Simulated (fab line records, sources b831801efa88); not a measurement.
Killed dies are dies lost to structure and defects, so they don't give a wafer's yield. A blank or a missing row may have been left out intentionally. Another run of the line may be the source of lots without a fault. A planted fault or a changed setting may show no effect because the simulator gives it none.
Comparing a struck lot with a sound one ; flow sky130 ; 23 out of 708 route steps
Sound: wafers L414.3, L414.5, L414.6. The struck wafers were L428.4, L428.5, L428.6. The cause is given at the end.
Per side, at each step with rows, come the tool, then ch with its chambers, and then its first start. Under that, the readings that differ: sound wafers ; struck wafers ; difference of the means ; sigmas: that difference in standard deviations of wafers without a fault.
alike: a reading whose means differ by less than 2 such deviations, as well as words and numbers matching on both sides. not compared: withheld readings; readings where some wafer has no value; bounds like >300 that might hide an equal value; numbers whose values overlap and for which the record gives no deviation.
The two part at a step that has a row with sigmas, a row that says differs or no value, or rows on one side only. Non-overlapping numbers with no deviation appear without sigmas and do not part them. Lack of a reading on every wafer of one side parts them only where that side has two or more wafers.

first, 6 steps without rows for these wafers: SKY_VT_ADJUST_LVTN_HMDS_12 (prime time 60 s); SKY_VT_ADJUST_LVTN_COAT_13 (resist thk 1140 nm); SKY_VT_ADJUST_LVTN_SOFTBAKE_14 (time 60 s); SKY_VT_ADJUST_LVTN_EXPOSE_15 (exposes mask HVN STD DERIVED, target cd 600 nm); SKY_VT_ADJUST_LVTN_PEB_16; SKY_VT_ADJUST_LVTN_DEVELOP_17 (develop time 60 s).
SKY_VT_ADJUST_LVTN_OVL_MEAS_18:
  sound on overlay-02 at day 8 15:46; struck on overlay-02 at day 12 06:50
  alike: VT_ADJUST_LVTN_01_OVL
after that, 1 step had no rows for these wafers: SKY_VT_ADJUST_LVTN_IMPLANT_19.
SKY_VT_ADJUST_LVTN_STRIP_20: strips in O2/N2.
  sound on plasmaAsher-01 ch 0,1, day 8 15:59; struck on plasmaAsher-02 ch 0,1, day 12 07:02
reading;sound;struck;difference;sigmas
drypumpMotorCurrentA (A);5.48 5.47 5.44;5.81 5.87 5.82;+0.37;+2
  alike: n2FlowSccm, oesProductAu, stripTimeToEndpointS
  not compared: rfHoursCounterH
SKY_VT_ADJUST_LVTN_TW_MEAS_21:
  sound on filmMetro-01 at day 8 16:04; struck on filmMetro-03 at day 12 07:08
reading;sound;struck;difference;sigmas
VT_ADJUST_LVTN_2_TW;190.0 189.8 190.4;185.3 185.3 186.3;-4.4;-2
then, 2 steps without rows for these wafers: SKY_VT_ADJUST_NCORE_DEHYDRATE_00 (time 60 s); SKY_VT_ADJUST_NCORE_HMDS_01 (prime time 60 s).
SKY_VT_ADJUST_NCORE_COAT_02: resist thk 1140 nm.
  sound on lithoTrack-03 ch 0, day 9 01:20; struck on lithoTrack-03 ch 0, day 12 19:24
reading;sound;struck;difference;sigmas
spinSpeedRpm (rpm);2998.9 3005.2 2999.0;2167.7 2169.1 2172.3;-831.3;-99 or more
model.NOVOLAK_of_VT_ADJUST_NCORE_COAT_02.thkNm (nm);1138 1137 1137;1336 1336 1340;+200;
then, 3 steps without rows for these wafers: SKY_VT_ADJUST_NCORE_SOFTBAKE_03 (time 60 s); SKY_VT_ADJUST_NCORE_EXPOSE_04 (exposes mask LVTN COMPLEMENT THIN, target cd 380 nm); SKY_VT_ADJUST_NCORE_PEB_05.
SKY_VT_ADJUST_NCORE_DEVELOP_06: develop time 60 s.
  sound on lithoTrack-04 ch 0, day 9 12:02; struck on lithoTrack-03 ch 0, day 13 07:54
reading;sound;struck;difference;sigmas
model.NOVOLAK_of_VT_ADJUST_NCORE_COAT_02.thkNm (nm);1138 1137 1137;1335 1335 1340;+199;
SKY_VT_ADJUST_NCORE_CD_MEAS_07: target cd 380 nm.
  sound on cdSem-02 at day 9 12:10; struck on cdSem-01 at day 13 08:02
reading;sound;struck;difference;sigmas
cdNm (nm);383.4 380.3 380.3;362.0 363.5 362.2;-18.8;-6
SKY_VT_ADJUST_NCORE_OVL_MEAS_08:
  sound on overlay-01 at day 9 12:16; struck on overlay-02 at day 13 08:07
  alike: VT_ADJUST_NCORE_OVL
after that, 1 step had no rows for these wafers: SKY_VT_ADJUST_NCORE_IMPLANT_09.
SKY_VT_ADJUST_NCORE_STRIP_10: strips in O2/N2.
  sound on plasmaAsher-02 ch 0,1, day 9 12:28; struck on plasmaAsher-02 ch 0,1, day 13 08:19
reading;sound;struck;difference;sigmas
stripTimeToEndpointS (s);14.15 14.16 14.14;16.40 16.39 16.45;+2.26;+57
  alike: drypumpMotorCurrentA, n2FlowSccm, oesProductAu
  not compared: rfHoursCounterH
SKY_VT_ADJUST_NCORE_TW_MEAS_11:
  sound on filmMetro-01 at day 9 12:34; struck on filmMetro-04 at day 13 08:25
  alike: VT_ADJUST_NCORE_TW
-- record jumps: 36 days separate the struck wafers' starts on either side; left off in module VT_ADJUST_NCORE, taken up again in module PAD_OPEN, whose first shown step is the route's number 708 --
SKY_PAD_OPEN_PROBE_99:
  sound on prober-02 at day 46 18:01; struck on prober-02 at day 49 18:41
  alike: killed_at_M0_to_M3, killed_at_M4_up, killedAtContacts, killedAtFrontEnd, killedAtOther, killedDies, killedOpen, killedShort

== WHERE THEY PART ==
Last at SKY_VT_ADJUST_NCORE_STRIP_10 as far as this record goes, first at SKY_VT_ADJUST_LVTN_STRIP_20. Later steps at which nothing parts them and some readings are alike: SKY_VT_ADJUST_NCORE_TW_MEAS_11, SKY_PAD_OPEN_PROBE_99.

WHY: whatever the simulator had introduced
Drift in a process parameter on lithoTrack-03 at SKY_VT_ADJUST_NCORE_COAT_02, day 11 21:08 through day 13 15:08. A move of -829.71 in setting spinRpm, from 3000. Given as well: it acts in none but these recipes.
